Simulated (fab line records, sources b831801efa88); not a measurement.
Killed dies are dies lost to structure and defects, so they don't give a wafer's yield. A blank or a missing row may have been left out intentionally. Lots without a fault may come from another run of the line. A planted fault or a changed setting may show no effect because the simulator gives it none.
fab line records	flow gf180mcu
[record] lots = 14	wafers = 42	last_day = 34
route steps=602 shown V4@478
lots untouched by any fault: they come from a run of this same line in which no faults occurred
start_h: hours from the record's opening day to when the first of the lot's shown wafers began	wait_h: how many hours have passed since the lot's step before this one	" unchanged from the row above	L1.1+2: a row that stands for several wafers	- value missing, or start not given	* or withheld: withheld	< > ~ a bound
route shown NAME@n: a module of which the file shows steps, and the number in the route of the first	usual: mean/standard deviation taken from wafers without a fault	same: alike in all rows	chamber/n: place in a boat	sites: readings site by site	_std_site: their standard deviation	_edge_site: the outer-site mean with the inner-site mean subtracted	radius_mm: how far each site lies from the wafer's centre	mask NAME#n: copy n	behind: the tool/chamber that last shaped the wafer	hold: the reason the lot was held/the length of the hold in hours/how it ended	device: transistor that didn't switch, given as n, p or np	end of line: the same wafers' tests at the end of the route	a step given without rows: its recipe and nothing more	killed: not the wafer's yield, but the dies lost to structure and defects at the first sort	map: a wafer's dies, marking killed ones x, the rest . and places with no die _
set.NAME: the setting as run; set.NAME@STEP: as run at that earlier step	model.NAME: the simulator's own value behind a step, which no gauge read
the route's steps for a sample of lots (tables are steps, rows are wafers)
services: the hour from which a tool's chamber was out of use, counted from the record's first day as start_h (under 0 if before that day), plus the number of hours and why
[[steps]]
[step GF_V4_CVD_02]
[recipe] material = SiO2	target_thk_nm = 850	precursor = TEOS	temp_c = 400	time_s = 94.851	rf_w = 600
[usual] heater_power_w = 608/65
[same] time_s = 94.851
lot.wafer	tool	chamber	start_h	wait_h	heater_power_w
L964.3	pecvd-03	1	548.39	0.0	568
L964.4	"	1	"	"	610
L964.5	"	2	"	"	673
L965.2	pecvd-02	0	571.93	0.0	716
L965.4	"	1	"	"	502
L965.5	"	2	"	"	563
L972.3	pecvd-02	2	613.51	0.0	603
L972.4	"	1	"	"	505
L972.5	"	0	"	"	570
L973.1	pecvd-03	0	617.86	0.1	572
L973.5	"	1	"	"	624
L973.6	"	0	"	"	628
L974.1	pecvd-03	1	631.49	0.1	653
L974.4	"	1	"	"	506
L974.6	"	2	"	"	658
L977.1	pecvd-03	2	651.40	0.1	699
L977.2	"	0	"	"	645
L977.3	"	1	"	"	588
L978.2	pecvd-02	2	653.19	0.0	652
L978.3	"	0	"	"	707
L978.4	"	2	"	"	691
L979.3	pecvd-01	0	661.80	0.0	644
L979.4	"	2	"	"	465
L979.5	"	1	"	"	426
L980.1	pecvd-01	2	668.97	0.1	481
L980.2	"	1	"	"	514
L980.4	"	0	"	"	612
L981.2	pecvd-02	2	681.19	0.0	671
L981.4	"	0	"	"	703
L981.6	"	2	"	"	547
L982.1	pecvd-03	0	684.08	0.1	531
L982.4	"	2	"	"	635
L982.5	"	0	"	"	610
L984.2	pecvd-03	1	699.59	0.0	629
L984.4	"	1	"	"	501
L984.5	"	2	"	"	648
L985.3	pecvd-01	2	704.33	0.0	491
L985.4	"	1	"	"	433
L985.6	"	2	"	"	564
L986.1	pecvd-01	2	709.63	0.1	499
L986.3	"	0	"	"	658
L986.4	"	1	"	"	554
[step GF_V4_THK_MEAS_03]
[recipe] reads = SiO2_of_V4_CVD_02
[usual] V4_CVD_02_THK = 848/11
lot.wafer	tool	chamber	start_h	wait_h	V4_CVD_02_THK[nm]
L964.3	film_metro-02	-	548.48	0.1	849
L964.4	"	-	"	"	875
L964.5	"	-	"	"	854
L965.2	film_metro-04	-	572.00	0.0	842
L965.4	"	-	"	"	854
L965.5	"	-	"	"	858
L972.3	film_metro-02	-	613.60	0.1	843
L972.4	"	-	"	"	867
L972.5	"	-	"	"	850
L973.1	film_metro-02	-	617.93	0.0	827
L973.5	"	-	"	"	851
L973.6	"	-	"	"	840
L974.1	film_metro-02	-	631.56	0.0	846
L974.4	"	-	"	"	863
L974.6	"	-	"	"	861
L977.1	film_metro-02	-	651.47	0.0	841
L977.2	"	-	"	"	850
L977.3	"	-	"	"	853
L978.2	film_metro-01	-	653.27	0.0	832
L978.3	"	-	"	"	844
L978.4	"	-	"	"	853
L979.3	film_metro-02	-	661.89	0.1	854
L979.4	"	-	"	"	859
L979.5	"	-	"	"	854
L980.1	film_metro-04	-	669.04	0.0	839
L980.2	"	-	"	"	836
L980.4	"	-	"	"	851
L981.2	film_metro-01	-	681.27	0.0	816
L981.4	"	-	"	"	834
L981.6	"	-	"	"	825
L982.1	film_metro-02	-	684.15	0.0	841
L982.4	"	-	"	"	864
L982.5	"	-	"	"	847
L984.2	film_metro-04	-	699.67	0.0	845
L984.4	"	-	"	"	868
L984.5	"	-	"	"	859
L985.3	film_metro-01	-	704.41	0.1	837
L985.4	"	-	"	"	847
L985.6	"	-	"	"	846
L986.1	film_metro-01	-	709.70	0.0	847
L986.3	"	-	"	"	839
L986.4	"	-	"	"	841
[step GF_V4_ETCH_16]
[recipe] chemistry = N2/H2	target_depth_a = withheld	overetch_a = withheld	time_s = withheld	target = BARC	ion_energy_ev = 200	source_w = 500	bias_w = 100	pressure_mtorr = 30	n2_flow_sccm = 100	h2_flow_sccm = 200
[usual] bias_w = 99.98/0.28	chamber_pressure_mTorr = 30.00/0.031	drypump_motor_current_A = 5.8/0.42	n2_flow_sccm = 100.0/0.32	oes_product_au = 0.855/0.0055	throttle_valve_pct = 13.225/0.0094
lot.wafer	tool	chamber	start_h	wait_h	bias_w	chamber_pressure_mTorr	drypump_motor_current_A	n2_flow_sccm	oes_product_au	throttle_valve_pct
L964.3	rie_diel-01	0	571.34	0.0	99.70	30.02	5.8	100.3	0.852	13.228
L964.4	"	3	"	"	100.11	30.04	5.8	100.0	0.846	13.224
L964.5	"	2	"	"	99.42	29.99	6.1	100.2	0.862	13.233
L965.2	rie_diel-01	3	594.16	0.0	100.51	29.97	5.8	100.6	0.854	13.227
L965.4	"	2	"	"	99.59	30.02	6.1	100.6	0.850	13.236
L965.5	"	3	"	"	100.39	30.00	5.8	100.2	0.853	13.218
L972.3	rie_diel-01	3	634.39	0.0	99.99	30.01	5.8	100.1	0.853	13.216
L972.4	"	2	"	"	100.32	30.04	6.1	100.0	0.852	13.217
L972.5	"	3	"	"	99.93	29.99	5.8	99.7	0.852	13.218
L973.1	rie_diel-03	1	639.29	0.0	-	-	-	-	-	-
L973.5	"	1	"	"	-	-	-	-	-	-
L973.6	"	2	"	"	-	-	-	-	-	-
L974.1	rie_diel-01	2	651.71	0.0	-	-	-	-	-	-
L974.4	"	3	"	"	-	-	-	-	-	-
L974.6	"	2	"	"	-	-	-	-	-	-
L977.1	rie_diel-04	0	671.21	0.0	99.63	29.99	5.4	99.7	0.846	13.222
L977.2	"	2	"	"	99.89	29.98	6.0	100.0	0.851	13.237
L977.3	"	3	"	"	99.78	30.03	6.5	99.8	0.853	13.226
L978.2	rie_diel-03	1	673.33	0.0	99.96	30.00	5.4	100.0	0.858	13.213
L978.3	"	0	"	"	100.11	30.01	6.1	99.5	0.846	13.215
L978.4	"	1	"	"	99.82	29.99	5.4	100.3	0.847	13.236
L979.3	rie_diel-03	3	681.89	0.0	100.58	30.07	5.4	99.7	0.842	13.231
L979.4	"	3	"	"	100.04	29.98	5.4	100.4	0.841	13.225
L979.5	"	1	"	"	99.79	29.95	5.4	99.8	0.850	13.230
L980.1	rie_diel-04	3	688.26	0.0	100.16	30.01	6.6	99.8	0.860	13.232
L980.2	"	1	"	"	100.10	30.04	5.7	100.1	0.846	13.232
L980.4	"	3	"	"	99.85	30.06	6.6	99.7	0.860	13.225
L981.2	rie_diel-04	2	701.61	0.0	100.04	29.99	6.0	99.8	0.854	13.231
L981.4	"	3	"	"	100.16	29.97	6.6	99.4	0.858	13.235
L981.6	"	2	"	"	100.17	29.96	5.9	100.4	0.856	13.212
L982.1	rie_diel-03	1	703.86	0.0	99.84	30.03	5.4	100.3	0.863	13.214
L982.4	"	3	"	"	99.41	30.02	5.4	99.6	0.857	13.231
L982.5	"	1	"	"	100.10	30.02	5.5	99.8	0.859	13.213
L984.2	rie_diel-01	2	718.50	0.0	100.18	30.01	6.2	100.4	0.854	13.222
L984.4	"	0	"	"	100.10	29.98	5.8	99.9	0.850	13.224
L984.5	"	1	"	"	100.15	29.97	5.0	100.1	0.863	13.214
L985.3	rie_diel-04	1	723.09	0.0	99.76	30.02	5.7	100.0	0.857	13.242
L985.4	"	2	"	"	99.95	30.05	5.9	99.7	0.853	13.225
L985.6	"	3	"	"	100.57	29.99	6.6	100.1	0.865	13.231
L986.1	rie_diel-01	1	728.11	0.0	99.67	29.95	5.0	99.4	0.850	13.213
L986.3	"	3	"	"	100.05	30.03	5.9	100.0	0.866	13.226
L986.4	"	1	"	"	99.75	30.00	5.0	99.8	0.855	13.232
[step GF_V4_ETCH_17]
[recipe] chemistry = C4F8/O2/Ar	mask_material = KrF	target = SiO2	stop_on = TiN	source_w = 1500	bias_w = 1200	pressure_mtorr = 40	c4f8_flow_sccm = withheld	O2_flow_sccm = 6	Ar_flow_sccm = 300	time_s = withheld	target_depth_a = 6300
[usual] bias_w = 1201/3.6	chamber_pressure_mTorr = 40.00/0.033	oes_product_au = 0.855/0.0048
lot.wafer	tool	chamber	start_h	wait_h	bias_w	chamber_pressure_mTorr	oes_product_au
L964.3	rie_diel-01	0	-	-	1202	39.97	0.857
L964.4	"	3	"	"	1201	39.96	0.853
L964.5	"	2	"	"	1196	40.03	0.846
L965.2	rie_diel-01	3	-	-	1197	39.94	0.860
L965.4	"	2	"	"	1199	40.02	0.857
L965.5	"	3	"	"	1197	40.04	0.854
L972.3	rie_diel-01	3	-	-	1199	39.96	0.850
L972.4	"	2	"	"	1201	39.96	0.860
L972.5	"	3	"	"	1208	40.02	0.851
L973.1	rie_diel-03	1	-	-	1198	40.04	0.373
L973.5	"	1	"	"	1201	39.99	0.374
L973.6	"	2	"	"	1196	40.03	0.376
L974.1	rie_diel-01	2	-	-	1203	40.00	0.385
L974.4	"	3	"	"	1200	39.95	0.368
L974.6	"	2	"	"	1200	39.99	0.381
L977.1	rie_diel-04	0	-	-	1196	40.02	0.873
L977.2	"	2	"	"	1200	40.02	0.856
L977.3	"	3	"	"	1198	40.02	0.847
L978.2	rie_diel-03	1	-	-	1204	40.00	0.861
L978.3	"	0	"	"	1207	39.96	0.855
L978.4	"	1	"	"	1197	40.05	0.865
L979.3	rie_diel-03	3	-	-	1196	39.91	0.857
L979.4	"	3	"	"	1204	40.04	0.854
L979.5	"	1	"	"	1208	39.99	0.859
L980.1	rie_diel-04	3	-	-	1202	39.98	0.852
L980.2	"	1	"	"	1205	39.98	0.856
L980.4	"	3	"	"	1197	40.03	0.850
L981.2	rie_diel-04	2	-	-	1200	40.04	0.851
L981.4	"	3	"	"	1201	40.00	0.856
L981.6	"	2	"	"	1197	40.02	0.858
L982.1	rie_diel-03	1	-	-	1195	39.92	0.856
L982.4	"	3	"	"	1198	39.98	0.847
L982.5	"	1	"	"	1196	40.02	0.861
L984.2	rie_diel-01	2	-	-	1199	40.02	0.851
L984.4	"	0	"	"	1203	40.00	0.853
L984.5	"	1	"	"	1199	40.01	0.846
L985.3	rie_diel-04	1	-	-	1203	40.03	0.855
L985.4	"	2	"	"	1198	40.02	0.852
L985.6	"	3	"	"	1203	39.95	0.858
L986.1	rie_diel-01	1	-	-	1202	40.00	0.850
L986.3	"	3	"	"	1200	39.98	0.852
L986.4	"	1	"	"	1207	40.00	0.856
[step GF_V4_STRIP_18]
[recipe] chemistry = O2/N2	power_w = 1400	pressure_mtorr = 1500	platen_temp_c = 250	o2_flow_sccm = 3000	n2_flow_sccm = 300	overash_fraction = 0.5
[usual] drypump_motor_current_A = 5.8/0.33	heater_power_w = 346/15	n2_flow_sccm = 300.1/0.86	oes_product_au = 0.592/0.0048
lot.wafer	tool	chamber	start_h	wait_h	drypump_motor_current_A	heater_power_w	n2_flow_sccm	oes_product_au	rf_hours_counter_h
L964.3	plasma_asher-03	1	571.50	-	5.9	352	299.8	0.589	-
L964.4	"	0	"	"	5.8	348	299.9	0.595	-
L964.5	"	1	"	"	5.9	340	299.9	0.588	-
L965.2	plasma_asher-01	1	594.29	-	6.1	338	299.3	0.592	94
L965.4	"	1	"	"	6.1	344	300.3	0.603	-
L965.5	"	1	"	"	6.1	339	299.2	0.590	-
L972.3	plasma_asher-02	0	634.55	-	6.3	364	302.0	0.584	-
L972.4	"	1	"	"	5.6	343	299.1	0.597	-
L972.5	"	0	"	"	6.3	362	300.4	0.597	-
L973.1	plasma_asher-03	0	639.42	-	5.7	352	300.3	0.607	53
L973.5	"	0	"	"	5.8	343	301.2	0.618	-
L973.6	"	1	"	"	5.9	345	300.5	0.609	-
L974.1	plasma_asher-02	0	651.84	-	6.2	366	300.4	0.620	27
L974.4	"	1	"	"	5.6	349	299.2	0.606	-
L974.6	"	0	"	"	6.2	373	299.2	0.610	-
L977.1	plasma_asher-02	1	671.34	-	5.6	344	299.9	0.591	29
L977.2	"	0	"	"	6.3	372	300.3	0.590	29
L977.3	"	1	"	"	5.6	356	299.0	0.587	-
L978.2	plasma_asher-03	0	673.46	-	5.8	340	298.5	0.596	56
L978.3	"	1	"	"	5.9	347	299.9	0.592	-
L978.4	"	0	"	"	5.8	352	300.2	0.592	-
L979.3	plasma_asher-03	0	682.05	-	5.8	344	300.9	0.588	-
L979.4	"	1	"	"	5.9	349	298.6	0.586	-
L979.5	"	1	"	"	5.9	353	300.3	0.585	-
L980.1	plasma_asher-01	1	688.39	-	6.1	336	300.8	0.587	103
L980.2	"	0	"	"	5.3	319	299.8	0.583	103
L980.4	"	1	"	"	6.1	343	299.3	0.593	-
L981.2	plasma_asher-01	0	701.74	-	5.3	328	299.4	0.597	104
L981.4	"	0	"	"	5.3	310	299.8	0.593	-
L981.6	"	0	"	"	5.3	309	300.0	0.594	-
L982.1	plasma_asher-03	0	703.99	-	5.7	348	300.0	0.595	60
L982.4	"	0	"	"	5.8	352	301.0	0.597	-
L982.5	"	1	"	"	5.9	349	299.8	0.586	-
L984.2	plasma_asher-02	1	718.63	-	5.6	353	299.6	0.599	34
L984.4	"	0	"	"	6.3	361	301.1	0.598	-
L984.5	"	0	"	"	6.2	353	299.5	0.584	-
L985.3	plasma_asher-02	1	723.25	-	5.6	353	298.9	0.594	-
L985.4	"	0	"	"	6.2	366	301.4	0.589	-
L985.6	"	1	"	"	5.6	348	299.2	0.589	-
L986.1	plasma_asher-03	0	728.30	-	5.8	343	299.9	0.589	62
L986.3	"	1	"	"	5.9	348	301.1	0.585	-
L986.4	"	0	"	"	5.8	352	298.4	0.594	-
[step GF_V4_SPUTTER_21]
[recipe] material = Ti	target_thk_nm = 15	chamber_pressure_pa = 5	power_w = 2500	substrate_temp_c = 200	time_s = 80.02
[usual] throttle_valve_pct = 30.0/1.2
[same] time_s = 80.02
lot.wafer	tool	chamber	start_h	wait_h	throttle_valve_pct
L964.3	pvd_sputter-03	-	572.03	0.0	29.7
L964.4	"	-	"	"	29.8
L964.5	"	-	"	"	29.7
L965.2	pvd_sputter-02	-	594.82	0.0	29.6
L965.4	"	-	"	"	29.2
L965.5	"	-	"	"	29.4
L972.3	pvd_sputter-02	-	635.05	0.0	29.0
L972.4	"	-	"	"	29.7
L972.5	"	-	"	"	32.1
L973.1	pvd_sputter-02	-	639.98	0.0	29.6
L973.5	"	-	"	"	27.7
L973.6	"	-	"	"	29.7
L974.1	pvd_sputter-02	-	652.40	0.0	29.5
L974.4	"	-	"	"	27.7
L974.6	"	-	"	"	29.7
L977.1	pvd_sputter-04	-	671.88	0.0	29.7
L977.2	"	-	"	"	30.3
L977.3	"	-	"	"	31.5
L978.2	pvd_sputter-04	-	674.02	0.0	30.6
L978.3	"	-	"	"	28.2
L978.4	"	-	"	"	29.9
L979.3	pvd_sputter-02	-	682.55	0.0	29.0
L979.4	"	-	"	"	27.6
L979.5	"	-	"	"	27.9
L980.1	pvd_sputter-03	-	688.92	0.0	29.5
L980.2	"	-	"	"	29.6
L980.4	"	-	"	"	31.5
L981.2	pvd_sputter-04	-	702.28	0.0	30.4
L981.4	"	-	"	"	31.9
L981.6	"	-	"	"	28.5
L982.1	pvd_sputter-03	-	704.52	0.0	29.8
L982.4	"	-	"	"	30.0
L982.5	"	-	"	"	31.5
L984.2	pvd_sputter-03	-	719.17	0.0	29.6
L984.4	"	-	"	"	30.0
L984.5	"	-	"	"	29.4
L985.3	pvd_sputter-02	-	723.76	0.0	29.1
L985.4	"	-	"	"	32.2
L985.6	"	-	"	"	31.9
L986.1	pvd_sputter-04	-	728.83	0.0	31.8
L986.3	"	-	"	"	30.6
L986.4	"	-	"	"	28.4
[[services]]
tool	chamber	start_h	hours	kind
pecvd-02	-	524.58	2.0	repair
pvd_sputter-02	-	538.50	0.5	repair
rie_diel-04	1	545.01	6.7	repair
rie_diel-03	3	550.38	7.6	repair
rie_diel-03	-	551.67	4.4	repair
rie_diel-04	2	552.61	15.0	repair
rie_diel-01	-	563.12	4.3	pm
pvd_sputter-03	-	573.85	4.6	repair
pvd_sputter-02	-	577.26	9.2	repair
pecvd-03	-	588.66	2.8	pm
rie_diel-04	3	596.79	1.8	repair
rie_diel-01	2	601.81	7.3	repair
plasma_asher-03	-	618.77	1.7	repair
rie_diel-04	-	618.78	1.0	repair
rie_diel-04	1	625.27	4.2	repair
rie_diel-03	2	625.55	7.7	repair
rie_diel-03	-	641.10	2.8	pm
rie_diel-03	-	646.43	0.3	repair
rie_diel-04	1	657.31	7.9	repair
rie_diel-01	2	661.03	3.2	repair
rie_diel-03	2	662.49	24.4	repair
rie_diel-04	1	673.11	2.7	repair
rie_diel-01	3	716.04	5.9	repair
rie_diel-01	2	726.19	17.7	repair
[[key]]
[first_sign] step = GF_V4_ETCH_16	reading = tool_record	direction = missing
[effect] step = GF_V4_ETCH_17	reading = oes_product_au	direction = down	sigmas = 99+	usual = 0.855	struck = 0.376
[effect] step = GF_V4_STRIP_18	reading = oes_product_au	direction = up	sigmas = 4	usual = 0.592	struck = 0.612
met_at GF_V4_ETCH_16
struck_lots L973,L974
later_rows_left_out L973.1,L973.5,L973.6,L974.1,L974.4,L974.6
sort_left_out L973.1,L973.5,L973.6,L974.1,L974.4,L974.6
not_acting_at GF_V4_CVD_02,GF_V4_THK_MEAS_03,GF_V4_SPUTTER_21
onset_between 634.39 639.29
[fault] kind = skipped_step_whole	tool = rie_diel-01,rie_diel-03	chamber = -	onset_h = 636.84	steps = GF_V4_ETCH_16	scope = struck_lots_only
// sort_left_out: the simulated sort isn't trusted on such a fault, so these wafers' sort isn't shown, and their yield isn't known
// later_rows_left_out: the simulator's readings of these wafers behind a module that went badly wrong aren't trusted and aren't shown, but for the sort
